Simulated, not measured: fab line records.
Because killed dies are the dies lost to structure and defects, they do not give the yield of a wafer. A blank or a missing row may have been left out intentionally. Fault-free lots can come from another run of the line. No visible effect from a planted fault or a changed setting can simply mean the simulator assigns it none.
Which tool was responsible?	flow gf180mcu	14 lots with 41 wafers sampled at 3 steps, on a route of 602 steps

## WHAT THE GAUGES SHOWED, per wafer
GF_V5_OVL_MEAS_15. Usual: V5_OVL gives -1 nm (standard deviation 4.5).
lot	measured	on	V5_OVL (nm)	flag
L817	day 27 05:44	overlay-01	-3 1	
L818	day 27 14:23	overlay-01	-5 -5 -3	
L819	day 27 23:14	overlay-01	-11 -10 -8	
L820	day 28 04:41	overlay-02	14 0 2	
L822	day 28 18:11	overlay-02	3 -1 10	
L823	day 29 05:41	overlay-01	1 -3 -2	
L824	day 29 18:35	overlay-02	0 -3 -6	
L826	day 30 01:07	overlay-01	-1 -5 7	
L827	day 30 09:56	overlay-01	-2 -1 -7	
L828	day 30 18:31	overlay-01	-2 -3 -4	
L831	day 31 10:58	overlay-01	-5 -2 0	
L835	day 32 08:17	overlay-01	-2 1 -4	
L836	day 32 14:28	overlay-02	4 2 9	
L840	day 33 12:47	overlay-01	-6 -4 3	

## EACH LOT AND THE TOOL THAT RAN IT (in order: tool; ch and the chambers of the sampled wafers; start)
lot	GF_STI_CMP_25	GF_MIM_SPUTTER_04
L817	cmp-01 ch 2,3, day 2 03:34	pvd sputter-04, day 24 12:19
L818	cmp-01 ch 0,1,2, day 2 09:36	pvd sputter-04, day 24 20:53
L819	cmp-01 ch 1,2,3, day 2 14:50	pvd sputter-02, day 25 07:10
L820	cmp-01 ch 1,3, day 2 18:52	pvd sputter-04, day 25 13:00
L822	cmp-01 ch 0,1,2, day 3 05:43	pvd sputter-01, day 26 04:40
L823	cmp-01 ch 1,2, day 3 11:43	pvd sputter-02, day 26 16:24
L824	cmp-01 ch 0,1, day 3 16:47	pvd sputter-02, day 27 05:47
L826	cmp-01 ch 0,1,2, day 4 02:43	pvd sputter-04, day 27 12:43
L827	cmp-01 ch 0,2, day 4 07:43	pvd sputter-02, day 27 22:44
L828	cmp-01 ch 0,1,2, day 4 13:14	pvd sputter-01, day 28 09:33
L831	cmp-02 ch 2,3, day 5 04:08	pvd sputter-04, day 29 01:59
L835	cmp-02 ch 0,3, day 6 00:40	pvd sputter-01, day 30 02:24
L836	cmp-02 ch 0,1,3, day 6 05:40	pvd sputter-04, day 30 09:16
L840	cmp-01 ch 1,2, day 7 01:37	pvd sputter-04, day 31 09:14
- GF_STI_CMP_25: polishes, stops on Si3N4, t overpolish 33 s, target thk 524.6 nm.
- GF_MIM_SPUTTER_04: material TiN, target thk 50 nm, time 41.7 s.

## AS READ BY THE TOOLS THEMSELVES (means over the sampled wafers that have a number; for cases with no such wafer, the mark the record gives instead)
GF_STI_CMP_25. Usual: edge zone pressure frac 1.000, standard deviation 0.0047; motor current A 12.2 A, standard deviation 1.4; overpolish run s 33.000 s, standard deviation 0.0098; time to endpoint s 120 s, standard deviation 3.5.
lot	tool	edge zone pressure frac	motor current A (A)	overpolish run s (s)	time to endpoint s (s)	flag
L817	cmp-01	1.000	12.6	33.004	116	
L818	cmp-01	1.002	12.4	33.000	121	
L819	cmp-01	1.000	12.7	32.999	122	
L820	cmp-01	1.004	11.9	32.999	122	
L822	cmp-01	0.997	12.3	32.997	118	
L823	cmp-01	0.998	13.1	33.005	119	
L824	cmp-01	1.003	11.6	32.995	121	
L826	cmp-01	0.993	12.1	32.996	118	
L827	cmp-01	1.003	11.5	32.996	116	
L828	cmp-01	0.995	12.2	32.993	122	
L831	cmp-02	1.008	12.2	33.008	125	
L835	cmp-02	1.003	12.4	33.001	120	
L836	cmp-02	0.995	11.5	33.005	120	
L840	cmp-01	1.003	12.9	32.990	116	

GF_MIM_SPUTTER_04. Usual: throttle valve pct at 30.1 %, with a standard deviation of 1.4.
lot	tool	throttle valve pct (%)	flag
L817	pvd sputter-04	30.3	
L818	pvd sputter-04	31.2	
L819	pvd sputter-02	29.4	
L820	pvd sputter-04	31.9	
L822	pvd sputter-01	27.7	
L823	pvd sputter-02	29.2	
L824	pvd sputter-02	29.1	
L826	pvd sputter-04	31.2	
L827	pvd sputter-02	29.7	
L828	pvd sputter-01	30.6	
L831	pvd sputter-04	31.9	
L835	pvd sputter-01	29.8	
L836	pvd sputter-04	31.0	
L840	pvd sputter-04	31.2	

## THE ANSWER, worked out from the rows above alone
Rule: take the mean of a lot's wafers that have a number; if it is more than 3 standard deviations from the usual mean, the lot is off. Also off: a lot with no number at a reading for which 4 or more lots have one. Any other lot the step has rows for is counted as sound. Order of review: gauges by route order, followed by the tools' own readings, for which a lot's mean as printed above is used. At the first step where some lot is off, the reading lying furthest off is the one used; lots without a number count as furthest.
None of the lots is off at any reading shown; this tells nothing.

## WHAT THE SIMULATOR HAD INSERTED
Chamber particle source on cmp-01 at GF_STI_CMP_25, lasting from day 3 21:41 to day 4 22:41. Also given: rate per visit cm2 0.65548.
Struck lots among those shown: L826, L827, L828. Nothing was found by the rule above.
